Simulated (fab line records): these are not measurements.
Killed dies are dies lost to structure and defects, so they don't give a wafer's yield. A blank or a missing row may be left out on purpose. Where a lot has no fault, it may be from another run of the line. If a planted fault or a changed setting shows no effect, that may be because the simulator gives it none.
Chamber matching + flow sky130 + cmp-01 running SKY_VIA3_CMP_24: 4 sister chambers
The step polishes, stops on SiO2, t overpolish 20 s, target thk 0 nm. 4 wafers are shown with their chamber, then 12 later ones without.

## WAFERS, EACH WITH ITS CHAMBER
| wafer  | chamber | motor-current-A (A) |
|--------|---------|---------------------|
| L090.1 | 0       | 11.0                |
| L092.2 | 1       | 10.1                |
| L092.3 | 2       | 8.3                 |
| L092.4 | 3       | 11.9                |

## WAFERS WITH NO CHAMBER GIVEN
| wafer  | motor-current-A (A) |
|--------|---------------------|
| L092.1 | 11.5                |
| L092.5 | 8.2                 |
| L092.6 | 11.4                |
| L093.3 | 12.2                |
| L093.4 | 10.3                |
| L093.5 | 8.3                 |
| L094.1 | 10.3                |
| L094.4 | 11.2                |
| L094.5 | 10.3                |
| L096.2 | 10.8                |
| L096.4 | 10.2                |
| L096.6 | 8.6                 |

## EACH ONE'S CHAMBER
| wafer  | from the rows above     | in truth                   |
|--------|-------------------------|----------------------------|
| L092.1 | can't be placed: 3 or 0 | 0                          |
| L092.5 | 2                       | 2                          |
| L092.6 | can't be placed: 0 or 3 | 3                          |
| L093.3 | 3                       | 3                          |
| L093.4 | 1                       | 1                          |
| L093.5 | 2                       | 2                          |
| L094.1 | 1                       | 1                          |
| L094.4 | 0                       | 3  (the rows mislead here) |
| L094.5 | 1                       | 1                          |
| L096.2 | 0                       | 0                          |
| L096.4 | 1                       | 1                          |
| L096.6 | 2                       | 2                          |
9 of 12 placed correctly. From these rows, 2 cannot be placed; in 2 the true chamber is one of the candidates. 1 placed wrongly.
How it was worked out, from the rows above alone: a wafer's distance from a chamber is the root of the sum, over the readings, of the square of ((its reading less the chamber's mean) divided by the reading's scatter). If the next closest chamber is less than 2 further off than the closest, the wafer can't be placed; otherwise it belongs to the closest. A chamber's mean is the mean of its shown wafers. The scatter (one wafer shown for each chamber): square how far every hidden wafer sits from the nearest shown wafer, average those squares and take the square root.
